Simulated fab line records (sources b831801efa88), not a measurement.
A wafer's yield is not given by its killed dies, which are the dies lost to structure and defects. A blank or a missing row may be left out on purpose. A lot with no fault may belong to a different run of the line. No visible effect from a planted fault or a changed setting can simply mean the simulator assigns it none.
What tool caused it? || flow sky130 || 36 wafers from 12 lots sampled at 3 of the route's 708 steps

WHAT EACH GAUGE READ, for each wafer
SKY_PASSIVATION_THK_MEAS_01. Usual: for PASSIVATION_CVD_00_THK the level is 90.2 nm and the standard deviation is 1.
{"lot": "L854", "measured": "day 44 00:05", "on": "filmMetro-04", "PASSIVATION_CVD_00_THK (nm)": "90.3 90.9 90.6", "flag": ""}
{"lot": "L857", "measured": "day 45 01:20", "on": "filmMetro-04", "PASSIVATION_CVD_00_THK (nm)": "88.9 90.9 90.6", "flag": ""}
{"lot": "L859", "measured": "day 45 16:32", "on": "filmMetro-04", "PASSIVATION_CVD_00_THK (nm)": "91.0 91.4 90.3", "flag": ""}
{"lot": "L861", "measured": "day 46 00:08", "on": "filmMetro-02", "PASSIVATION_CVD_00_THK (nm)": "88.5 90.9 90.5", "flag": ""}
{"lot": "L862", "measured": "day 46 01:18", "on": "filmMetro-03", "PASSIVATION_CVD_00_THK (nm)": "91.0 91.0 90.3", "flag": ""}
{"lot": "L863", "measured": "day 46 12:32", "on": "filmMetro-02", "PASSIVATION_CVD_00_THK (nm)": "89.8 89.4 90.3", "flag": ""}
{"lot": "L866", "measured": "day 47 04:33", "on": "filmMetro-04", "PASSIVATION_CVD_00_THK (nm)": "88.7 90.4 90.2", "flag": ""}
{"lot": "L867", "measured": "day 47 06:20", "on": "filmMetro-03", "PASSIVATION_CVD_00_THK (nm)": "89.0 89.7 90.3", "flag": ""}
{"lot": "L868", "measured": "day 47 14:20", "on": "filmMetro-03", "PASSIVATION_CVD_00_THK (nm)": "89.8 88.8 90.5", "flag": ""}
{"lot": "L869", "measured": "day 47 15:55", "on": "filmMetro-04", "PASSIVATION_CVD_00_THK (nm)": "88.5 92.5 90.7", "flag": ""}
{"lot": "L871", "measured": "day 48 08:18", "on": "filmMetro-03", "PASSIVATION_CVD_00_THK (nm)": "90.5 90.5 91.3", "flag": ""}
{"lot": "L872", "measured": "day 48 12:34", "on": "filmMetro-02", "PASSIVATION_CVD_00_THK (nm)": "89.1 88.0 89.7", "flag": ""}

TOOL THAT RAN EACH LOT (tool first, then ch and the chambers of the sampled wafers, then the start)
{"lot": "L854", "SKY_VIA4_CMP_21": "cmp-02 ch 0,2,3, day 42 23:36", "SKY_METAL5_METAL_ETCH_15": "rieMetal-04 ch 0,1, day 43 22:44"}
{"lot": "L857", "SKY_VIA4_CMP_21": "cmp-01 ch 1,2, day 44 01:53", "SKY_METAL5_METAL_ETCH_15": "rieMetal-03 ch 0,1, day 45 00:25"}
{"lot": "L859", "SKY_VIA4_CMP_21": "cmp-01 ch 1,2, day 44 17:38", "SKY_METAL5_METAL_ETCH_15": "rieMetal-02 ch 0,1, day 45 15:41"}
{"lot": "L861", "SKY_VIA4_CMP_21": "cmp-02 ch 0,1,2, day 45 01:19", "SKY_METAL5_METAL_ETCH_15": "rieMetal-04 ch 0,1, day 45 23:14"}
{"lot": "L862", "SKY_VIA4_CMP_21": "cmp-02 ch 2,3, day 45 02:23", "SKY_METAL5_METAL_ETCH_15": "rieMetal-02 ch 0,1, day 46 00:30"}
{"lot": "L863", "SKY_VIA4_CMP_21": "cmp-01 ch 0,2,3, day 45 14:02", "SKY_METAL5_METAL_ETCH_15": "rieMetal-04 ch 1, day 46 11:25"}
{"lot": "L866", "SKY_VIA4_CMP_21": "cmp-01 ch 0,3, day 46 07:44", "SKY_METAL5_METAL_ETCH_15": "rieMetal-04 ch 0,1, day 47 03:46"}
{"lot": "L867", "SKY_VIA4_CMP_21": "cmp-01 ch 0,1,3, day 46 09:07", "SKY_METAL5_METAL_ETCH_15": "rieMetal-04 ch 0,1, day 47 05:28"}
{"lot": "L868", "SKY_VIA4_CMP_21": "cmp-01 ch 1,3, day 46 16:40", "SKY_METAL5_METAL_ETCH_15": "rieMetal-03 ch 0,1, day 47 13:29"}
{"lot": "L869", "SKY_VIA4_CMP_21": "cmp-01 ch 0,3, day 46 17:56", "SKY_METAL5_METAL_ETCH_15": "rieMetal-04 ch 0,1, day 47 15:04"}
{"lot": "L871", "SKY_VIA4_CMP_21": "cmp-02 ch 0,1,3, day 47 13:04", "SKY_METAL5_METAL_ETCH_15": "rieMetal-04 ch 0,1, day 48 07:31"}
{"lot": "L872", "SKY_VIA4_CMP_21": "cmp-02 ch 0,1, day 47 16:26", "SKY_METAL5_METAL_ETCH_15": "rieMetal-04 ch 0,1, day 48 11:41"}
- SKY_VIA4_CMP_21: polishes, stops on SiO2, t overpolish 25 s, target thk 0 nm.
- SKY_METAL5_METAL_ETCH_15: etches the open film in Cl2/BCl3, stops on SiO2, target depth 1260 nm, time 252 s.

AS READ BY THE TOOLS THEMSELVES (means over the sampled wafers that have a number; for cases with no such wafer, the mark the record gives instead)
SKY_VIA4_CMP_21. Usual: motorCurrentA 11.1 A, standard deviation 1.1; overpolishRunS 24.999 s, standard deviation 0.0094; timeToEndpointS 123 s, standard deviation 4.
{"lot": "L854", "tool": "cmp-02", "motorCurrentA (A)": 10.4, "overpolishRunS (s)": 24.990, "timeToEndpointS (s)": 124, "flag": ""}
{"lot": "L857", "tool": "cmp-01", "motorCurrentA (A)": 11.6, "overpolishRunS (s)": 24.999, "timeToEndpointS (s)": 123, "flag": ""}
{"lot": "L859", "tool": "cmp-01", "motorCurrentA (A)": 12.1, "overpolishRunS (s)": 25.003, "timeToEndpointS (s)": 121, "flag": ""}
{"lot": "L861", "tool": "cmp-02", "motorCurrentA (A)": 10.9, "overpolishRunS (s)": 24.993, "timeToEndpointS (s)": 126, "flag": ""}
{"lot": "L862", "tool": "cmp-02", "motorCurrentA (A)": 10.8, "overpolishRunS (s)": 25.004, "timeToEndpointS (s)": 130, "flag": ""}
{"lot": "L863", "tool": "cmp-01", "motorCurrentA (A)": 11.5, "overpolishRunS (s)": 25.003, "timeToEndpointS (s)": 122, "flag": ""}
{"lot": "L866", "tool": "cmp-01", "motorCurrentA (A)": 12.0, "overpolishRunS (s)": 24.990, "timeToEndpointS (s)": 120, "flag": ""}
{"lot": "L867", "tool": "cmp-01", "motorCurrentA (A)": 11.9, "overpolishRunS (s)": 24.998, "timeToEndpointS (s)": 124, "flag": ""}
{"lot": "L868", "tool": "cmp-01", "motorCurrentA (A)": 12.6, "overpolishRunS (s)": 24.995, "timeToEndpointS (s)": 126, "flag": ""}
{"lot": "L869", "tool": "cmp-01", "motorCurrentA (A)": 11.3, "overpolishRunS (s)": 25.001, "timeToEndpointS (s)": 123, "flag": ""}
{"lot": "L871", "tool": "cmp-02", "motorCurrentA (A)": 10.3, "overpolishRunS (s)": 24.999, "timeToEndpointS (s)": 121, "flag": ""}
{"lot": "L872", "tool": "cmp-02", "motorCurrentA (A)": 11.0, "overpolishRunS (s)": 24.997, "timeToEndpointS (s)": 119, "flag": ""}

SKY_METAL5_METAL_ETCH_15. Usual: drypumpMotorCurrentA 5.9 A, standard deviation 0.38; oesProductAu 0.895 a.u., standard deviation 0.005; throttleValvePct 22.266 %, standard deviation 0.0089.
{"lot": "L854", "tool": "rieMetal-04", "drypumpMotorCurrentA (A)": 5.6, "oesProductAu (a.u.)": 0.896, "throttleValvePct (%)": 22.265, "flag": ""}
{"lot": "L857", "tool": "rieMetal-03", "drypumpMotorCurrentA (A)": 6.0, "oesProductAu (a.u.)": 0.891, "throttleValvePct (%)": 22.270, "flag": ""}
{"lot": "L859", "tool": "rieMetal-02", "drypumpMotorCurrentA (A)": 6.3, "oesProductAu (a.u.)": 0.893, "throttleValvePct (%)": 22.275, "flag": ""}
{"lot": "L861", "tool": "rieMetal-04", "drypumpMotorCurrentA (A)": 5.7, "oesProductAu (a.u.)": 0.899, "throttleValvePct (%)": 22.268, "flag": ""}
{"lot": "L862", "tool": "rieMetal-02", "drypumpMotorCurrentA (A)": 6.4, "oesProductAu (a.u.)": 0.892, "throttleValvePct (%)": 22.261, "flag": ""}
{"lot": "L863", "tool": "rieMetal-04", "drypumpMotorCurrentA (A)": 5.5, "oesProductAu (a.u.)": 0.894, "throttleValvePct (%)": 22.266, "flag": ""}
{"lot": "L866", "tool": "rieMetal-04", "drypumpMotorCurrentA (A)": 5.7, "oesProductAu (a.u.)": 0.897, "throttleValvePct (%)": 22.263, "flag": ""}
{"lot": "L867", "tool": "rieMetal-04", "drypumpMotorCurrentA (A)": 5.7, "oesProductAu (a.u.)": 0.894, "throttleValvePct (%)": 22.267, "flag": ""}
{"lot": "L868", "tool": "rieMetal-03", "drypumpMotorCurrentA (A)": 5.7, "oesProductAu (a.u.)": 0.896, "throttleValvePct (%)": 22.260, "flag": ""}
{"lot": "L869", "tool": "rieMetal-04", "drypumpMotorCurrentA (A)": 5.6, "oesProductAu (a.u.)": 0.896, "throttleValvePct (%)": 22.276, "flag": ""}
{"lot": "L871", "tool": "rieMetal-04", "drypumpMotorCurrentA (A)": 5.7, "oesProductAu (a.u.)": 0.893, "throttleValvePct (%)": 22.266, "flag": ""}
{"lot": "L872", "tool": "rieMetal-04", "drypumpMotorCurrentA (A)": 5.6, "oesProductAu (a.u.)": 0.891, "throttleValvePct (%)": 22.266, "flag": ""}

THE ANSWER, worked out from the rows above alone
Rule: a lot counts as off when the mean over its wafers that have a number is more than 3 standard deviations away from the usual mean. Also off: a lot with no number at a reading for which 4 or more lots have one. Where the step has rows for the other lots, those lots are counted as sound. First the gauges in route order, then the tools' own readings, where a lot's mean is used as printed above. At the first step where some lot is off, the reading lying furthest off is the one used; lots without a number count as furthest.
Across all readings shown, no lot is off: no conclusion can be drawn from this.

WHAT THE SIMULATOR HAD INSERTED
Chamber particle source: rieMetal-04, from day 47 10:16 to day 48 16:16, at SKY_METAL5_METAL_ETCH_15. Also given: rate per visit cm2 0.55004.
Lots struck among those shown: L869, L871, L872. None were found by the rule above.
